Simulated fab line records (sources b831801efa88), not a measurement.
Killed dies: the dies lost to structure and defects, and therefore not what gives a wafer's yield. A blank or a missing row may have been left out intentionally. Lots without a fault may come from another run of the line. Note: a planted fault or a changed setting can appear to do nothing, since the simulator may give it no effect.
Chamber matching / flow gf180mcu / cmp-01 running GF_V3_CMP_26: 4 sister chambers
The step polishes, stops on SiO2, t overpolish 15 s, target thk 0 nm. 8 wafers are shown with their chamber, then 8 later ones without.

WAFERS PAIRED WITH THEIR CHAMBERS
wafer=L871.3; chamber=3; motorCurrentA (A)=11.1; timeToEndpointS (s)=81
wafer=L875.3; chamber=0; motorCurrentA (A)=8.7; timeToEndpointS (s)=76
wafer=L879.1; chamber=0; motorCurrentA (A)=8.8; timeToEndpointS (s)=78
wafer=L879.3; chamber=2; motorCurrentA (A)=9.8; timeToEndpointS (s)=82
wafer=L879.6; chamber=3; motorCurrentA (A)=10.6; timeToEndpointS (s)=78
wafer=L880.1; chamber=2; motorCurrentA (A)=9.8; timeToEndpointS (s)=82
wafer=L880.6; chamber=1; motorCurrentA (A)=10.5; timeToEndpointS (s)=79
wafer=L885.1; chamber=1; motorCurrentA (A)=10.3; timeToEndpointS (s)=82

WAFERS MISSING THEIR CHAMBER
wafer=L885.4; motorCurrentA (A)=10.8; timeToEndpointS (s)=80
wafer=L885.5; motorCurrentA (A)=8.7; timeToEndpointS (s)=85
wafer=L887.1; motorCurrentA (A)=9.1; timeToEndpointS (s)=81
wafer=L887.3; motorCurrentA (A)=9.8; timeToEndpointS (s)=81
wafer=L887.6; motorCurrentA (A)=10.4; timeToEndpointS (s)=84
wafer=L888.1; motorCurrentA (A)=9.6; timeToEndpointS (s)=78
wafer=L888.2; motorCurrentA (A)=9.3; timeToEndpointS (s)=79
wafer=L888.3; motorCurrentA (A)=10.8; timeToEndpointS (s)=76

EACH ONE'S CHAMBER
wafer=L885.4; from the rows above=can't be placed: 3 or 1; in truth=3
wafer=L885.5; from the rows above=can't be placed: 0 or 2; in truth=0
wafer=L887.1; from the rows above=can't be placed: 0 or 2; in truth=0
wafer=L887.3; from the rows above=2; in truth=2
wafer=L887.6; from the rows above=can't be placed: 1 or 2 or 3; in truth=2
wafer=L888.1; from the rows above=can't be placed: 2 or 1 or 0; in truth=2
wafer=L888.2; from the rows above=can't be placed: 0 or 2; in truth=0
wafer=L888.3; from the rows above=can't be placed: 3 or 1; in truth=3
1 of 8 placed correctly. From these rows, 7 cannot be placed; in 7 the true chamber is one of the candidates. Wrongly placed: 0.
How it was worked out, from the rows above alone: a wafer's distance from a chamber is the root of the sum, over the readings, of the square of ((its reading less the chamber's mean) divided by the reading's scatter). If the next closest chamber is less than 2 further off than the closest, the wafer can't be placed; otherwise it belongs to the closest. A chamber's mean is the mean of its shown wafers. How the scatter is found: for the shown wafers, subtract from each reading the mean of its chamber, square and add these, divide the total by (wafers less chambers), then take the root.
